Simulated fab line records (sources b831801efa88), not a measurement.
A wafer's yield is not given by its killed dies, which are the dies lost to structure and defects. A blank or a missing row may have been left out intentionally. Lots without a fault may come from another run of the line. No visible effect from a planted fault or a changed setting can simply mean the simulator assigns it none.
fab line records    flow sky130
record: lots: 11  wafers: 33  lastDay: 50
route steps=708 shown CONTACT@433 VIA1@460 METAL2@487
lots with no fault: from the same line, run without faults
startH: hours from the record's first day to the start of the lot's first wafer shown    waitH: time in hours since the lot's previous step    " repeats the value in the row above    L1.1+2: one row covering several wafers at once    - no value, or no start was given    * or withheld: withheld    < > ~ a bound
route shown NAME@n: NAME is a module with steps in the file, n the number in the route of the first one    usual: mean/standard deviation taken from wafers without a fault    same: alike in all rows    chamber/n: place in a boat    sites: readings site by site    _std_site: standard deviation of those values    _edge_site: mean of outer sites minus mean of inner sites    radiusMm: how far each site lies from the wafer's centre    mask NAME#n: copy n    behind: the last tool/chamber to shape the wafer    hold: why the lot went on hold/how many hours it stayed there/how the hold came to an end    device: names the non-switching transistor (n, p or np)    end of line: at the end of the route, the tests of the same wafers    a step with no rows: only its recipe    killed: count of dies lost to structure and defects at first sort (not the wafer's yield)    map: shows each die of a wafer: x if killed, . if not, _ if none is there
set.NAME: setting as actually run; set.NAME@STEP: the setting as run at that earlier step    model.NAME: the simulator's own value behind a step, which no gauge read
a sample of lots followed through the steps of the route, with each step as a table and each wafer as a row
services: the hour from which a tool's chamber was out of use, counted from the record's first day as startH (under 0 if before that day), plus the number of hours and why
== steps ==
step: SKY_CONTACT_CMP_27
recipe: stopOn: SiO2  tOverpolishS: 15  downForcePsi: 3.5  platenRpm: 60  targetThkNm: 0  padVelocityMS: 0.94248
usual: motorCurrentA: 11.1/0.76  overpolishRunS: 15.000/0.0093  timeToEndpointS: 82/3.9
lot.wafer  tool    chamber  startH  waitH  motorCurrentA  overpolishRunS  timeToEndpointS
L670.2     cmp-01  0        768.19  0.1    10.9           15.005          82
L670.4     "       1        "       "      11.6           14.995          83
L670.5     "       2        "       "      11.4           15.001          82
L672.2     cmp-02  0        773.93  0.0    10.4           14.990          77
L672.4     "       3        "       "      9.8            14.985          82
L672.5     "       1        "       "      12.6           15.006          85
L673.2     cmp-02  3        783.87  0.0    10.0           14.999          77
L673.3     "       0        "       "      10.0           14.993          75
L673.1     "       2        "       "      10.8           14.991          82
L676.3     cmp-01  2        804.04  0.1    11.0           15.008          75
L676.2     "       3        "       "      11.3           14.998          81
L676.6     "       0        "       "      11.9           14.989          73
L678.3     cmp-02  2        815.37  0.1    10.0           14.995          87
L678.2     "       3        "       "      9.7            15.008          81
L678.4     "       0        "       "      10.8           14.992          78
L679.2     cmp-01  0        826.44  0.2    10.9           15.023          80
L679.1     "       1        "       "      11.2           15.000          81
L679.5     "       0        "       "      11.1           14.996          77
L682.2     cmp-01  2        839.80  0.0    11.2           14.983          88
L682.1     "       3        "       "      11.6           14.994          94
L682.4     "       0        "       "      11.6           15.002          82
L683.3     cmp-02  1        852.51  0.2    12.9           14.999          85
L683.2     "       2        "       "      10.6           15.016          86
L683.6     "       0        "       "      10.7           15.007          80
L684.4     cmp-01  1        853.44  0.1    11.0           15.008          77
L684.1     "       3        "       "      11.7           15.016          85
L684.5     "       1        "       "      11.5           14.970          80
L692.2     cmp-02  3        908.76  0.1    10.2           14.989          79
L692.5     "       2        "       "      10.5           14.999          86
L692.6     "       3        "       "      9.5            15.004          81
L691.2     cmp-01  1        911.92  0.0    11.8           15.002          80
L691.4     "       3        "       "      11.1           14.986          84
L691.6     "       1        "       "      11.5           15.002          79
step: SKY_VIA1_CMP_02
recipe: material: SiO2  downForcePsi: 4  platenRpm: 60  padVelocityMS: 0.94248
usual: motorCurrentA: 12.1/0.8
lot.wafer  tool    chamber  startH  waitH  motorCurrentA
L670.4     cmp-01  1        797.04  0.1    12.2
L670.2     "       2        "       "      12.7
L670.5     "       0        "       "      12.6
L672.2     cmp-01  3        802.75  0.1    12.1
L672.4     "       0        "       "      12.6
L672.5     "       2        "       "      12.1
L673.2     cmp-02  2        812.22  0.0    11.3
L673.1     "       3        "       "      10.4
L673.3     "       1        "       "      13.5
L676.3     cmp-01  2        833.07  0.1    12.2
L676.2     "       3        "       "      12.7
L676.6     "       1        "       "      12.1
L678.3     cmp-01  1        843.63  0.0    11.9
L678.4     "       3        "       "      12.9
L678.2     "       0        "       "      13.0
L679.1     cmp-01  2        854.99  0.1    12.7
L679.2     "       0        "       "      13.4
L679.5     "       2        "       "      12.7
L682.4     cmp-01  2        868.39  0.0    12.4
L682.1     "       3        "       "      12.8
L682.2     "       0        "       "      12.4
L683.2     cmp-02  3        881.20  0.0    10.7
L683.3     "       0        "       "      11.5
L683.6     "       3        "       "      10.3
L684.4     cmp-02  1        882.47  0.1    13.9
L684.1     "       2        "       "      11.5
L684.5     "       0        "       "      11.5
L692.2     cmp-01  0        935.50  0.2    13.1
L692.6     "       1        "       "      12.6
L692.5     "       2        "       "      12.3
L691.4     cmp-01  2        939.45  0.1    12.0
L691.2     "       3        "       "      12.3
L691.6     "       2        "       "      12.5
step: SKY_VIA1_ETCH_15
recipe: target: SiO2  chemistry: C4F8/O2/Ar  targetDepthNm: 351  stopOn: TiN  maskMaterial: KrF-thick  sourceW: 1500  biasW: 1200  pressureMtorr: 40  c4f8FlowSccm: withheld  O2_flow_sccm: 6  Ar_flow_sccm: 300  timeS: 54
usual: oesProductAu: 0.982/0.0054
lot.wafer  tool        chamber  startH  waitH  oesProductAu  rfHoursCounterH
L670.2     rieDiel-03  0        823.95  0.0    0.982         22
L670.4     "           1        "       "      0.982         17
L670.5     "           0        "       "      0.978         -
L672.2     rieDiel-02  2        830.24  0.0    0.982         1
L672.4     "           3        "       "      0.973         2
L672.5     "           1        "       "      0.975         -
L673.1     rieDiel-02  3        839.33  0.0    0.986         2
L673.2     "           0        "       "      0.992         9
L673.3     "           2        "       "      0.985         2
L676.2     rieDiel-03  3        859.89  0.0    0.984         8
L676.3     "           1        "       "      0.988         18
L676.6     "           3        "       "      0.984         -
L678.2     rieDiel-02  3        870.29  0.0    0.981         3
L678.3     "           2        "       "      0.983         2
L678.4     "           0        "       "      0.980         10
L679.1     rieDiel-03  3        882.33  0.0    0.992         8
L679.2     "           2        "       "      0.979         11
L679.5     "           1        "       "      0.989         -
L682.1     rieDiel-04  2        895.28  0.0    0.975         24
L682.2     "           0        "       "      0.987         9
L682.4     "           3        "       "      0.987         15
L683.2     rieDiel-04  1        906.65  0.0    0.973         11
L683.3     "           3        "       "      0.988         15
L683.6     "           0        "       "      0.977         -
L684.1     rieDiel-02  2        908.40  0.0    0.922         3
L684.4     "           1        "       "      0.984         6
L684.5     "           0        "       "      0.983         -
L692.2     rieDiel-02  1        960.34  0.0    0.981         7
L692.5     "           2        "       "      0.985         -
L692.6     "           1        "       "      0.972         -
L691.2     rieDiel-02  1        964.44  0.0    0.986         8
L691.4     "           3        "       "      0.976         5
L691.6     "           2        "       "      0.982         -
step: SKY_VIA1_CMP_24
recipe: stopOn: SiO2  tOverpolishS: 15  downForcePsi: 3.5  platenRpm: 60  targetThkNm: 0  padVelocityMS: 0.94248
usual: motorCurrentA: 11.1/0.8
lot.wafer  tool    chamber  startH  waitH  motorCurrentA
L670.4     cmp-01  3        825.02  0.1    11.0
L670.2     "       0        "       "      11.0
L670.5     "       1        "       "      11.1
L672.4     cmp-01  1        831.26  0.1    10.9
L672.2     "       3        "       "      11.2
L672.5     "       0        "       "      11.2
L673.1     cmp-01  2        840.35  0.1    11.2
L673.3     "       3        "       "      11.7
L673.2     "       0        "       "      11.1
L676.2     cmp-01  0        860.86  0.0    11.5
L676.3     "       1        "       "      10.5
L676.6     "       0        "       "      11.5
L678.2     cmp-02  1        871.28  0.0    12.4
L678.4     "       2        "       "      10.7
L678.3     "       3        "       "      9.5
L679.2     cmp-01  0        883.38  0.1    11.6
L679.1     "       1        "       "      11.4
L679.5     "       0        "       "      11.5
L682.1     cmp-01  2        896.30  0.1    11.0
L682.2     "       3        "       "      10.7
L682.4     "       0        "       "      11.1
L683.3     cmp-02  0        907.82  0.1    10.8
L683.2     "       1        "       "      12.7
L683.6     "       0        "       "      10.8
L684.1     cmp-01  0        910.03  0.2    11.9
L684.4     "       1        "       "      11.4
L684.5     "       2        "       "      11.4
L692.2     cmp-01  0        961.42  0.1    11.0
L692.6     "       2        "       "      11.8
L692.5     "       3        "       "      11.7
L691.4     cmp-02  1        965.53  0.1    12.9
L691.2     "       3        "       "      10.4
L691.6     "       1        "       "      12.5
step: SKY_METAL2_SPUTTER_04
recipe: material: TiN  targetThkNm: 70  powerW: 6500  timeS: 58.3  chamberPressurePa: 0.4
usual: throttleValvePct: 30.3/0.83
lot.wafer  tool           chamber  startH  waitH  throttleValvePct
L670.2     pvdSputter-04  -        825.31  0.0    30.5
L670.4     "              -        "       "      29.7
L670.5     "              -        "       "      29.9
L672.2     pvdSputter-04  -        831.60  0.0    29.5
L672.4     "              -        "       "      30.0
L672.5     "              -        "       "      30.1
L673.1     pvdSputter-03  -        840.69  0.0    30.4
L673.2     "              -        "       "      30.5
L673.3     "              -        "       "      29.9
L676.2     pvdSputter-04  -        861.25  0.0    30.0
L676.3     "              -        "       "      29.8
L676.6     "              -        "       "      30.1
L678.2     pvdSputter-04  -        871.67  0.0    30.8
L678.3     "              -        "       "      30.2
L678.4     "              -        "       "      29.3
L679.1     pvdSputter-04  -        883.73  0.0    30.0
L679.2     "              -        "       "      30.1
L679.5     "              -        "       "      30.7
L682.1     pvdSputter-04  -        896.64  0.0    30.7
L682.2     "              -        "       "      29.7
L682.4     "              -        "       "      29.9
L683.2     pvdSputter-03  -        908.16  0.0    32.2
L683.3     "              -        "       "      30.1
L683.6     "              -        "       "      30.1
L684.1     pvdSputter-01  -        910.32  0.0    30.8
L684.4     "              -        "       "      29.6
L684.5     "              -        "       "      31.1
L692.2     pvdSputter-03  -        961.71  0.0    30.0
L692.5     "              -        "       "      30.5
L692.6     "              -        "       "      30.1
L691.2     pvdSputter-03  -        965.87  0.0    30.1
L691.4     "              -        "       "      30.1
L691.6     "              -        "       "      30.6
== services ==
tool           chamber  startH  hours  kind
cmp-02         -        747.02  4.0    pm
cmp-01         -        751.02  5.4    pm
rieDiel-03     2        752.45  5.2    repair
cmp-01         -        753.17  13.3   repair
cmp-02         -        753.32  1.0    repair
cmp-02         -        766.84  1.3    repair
rieDiel-03     -        767.22  2.8    pm
cmp-01         -        790.56  4.5    repair
cmp-01         -        791.32  0.9    repair
cmp-01         -        792.12  0.9    repair
pvdSputter-04  -        797.40  4.7    repair
pvdSputter-03  -        801.02  22.6   repair
rieDiel-02     -        801.33  6.2    repair
cmp-02         -        819.17  32.7   repair
cmp-01         -        851.24  1.2    repair
rieDiel-02     -        901.98  0.7    repair
cmp-01         -        912.36  4.0    pm
cmp-02         -        946.30  0.3    repair
cmp-02         -        947.02  0.9    repair
rieDiel-02     1        951.30  4.8    repair
rieDiel-02     2        955.61  1.7    repair
rieDiel-02     3        955.70  7.2    repair
pvdSputter-04  -        956.47  14.5   repair
pvdSputter-03  -        958.29  1.7    repair
== key ==
firstSign: step: SKY_VIA1_ETCH_15  reading: oesProductAu  direction: down  sigmas: 11  usual: 0.982  struck: 0.922
effect none on later readings
metAt SKY_VIA1_CMP_02
struckLots L684
struckWafers L684.1
notActingAt SKY_CONTACT_CMP_27,SKY_VIA1_CMP_24,SKY_METAL2_SPUTTER_04
onsetBetween 812.22 882.47
fault: kind: processParameterDrift  tool: cmp-02  chamber: 2  onsetH: 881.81  steps: SKY_VIA1_CMP_02  channel: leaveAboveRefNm  offset: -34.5  shape: step  endH: 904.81  actsIn: theseRecipesOnly  stated: 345
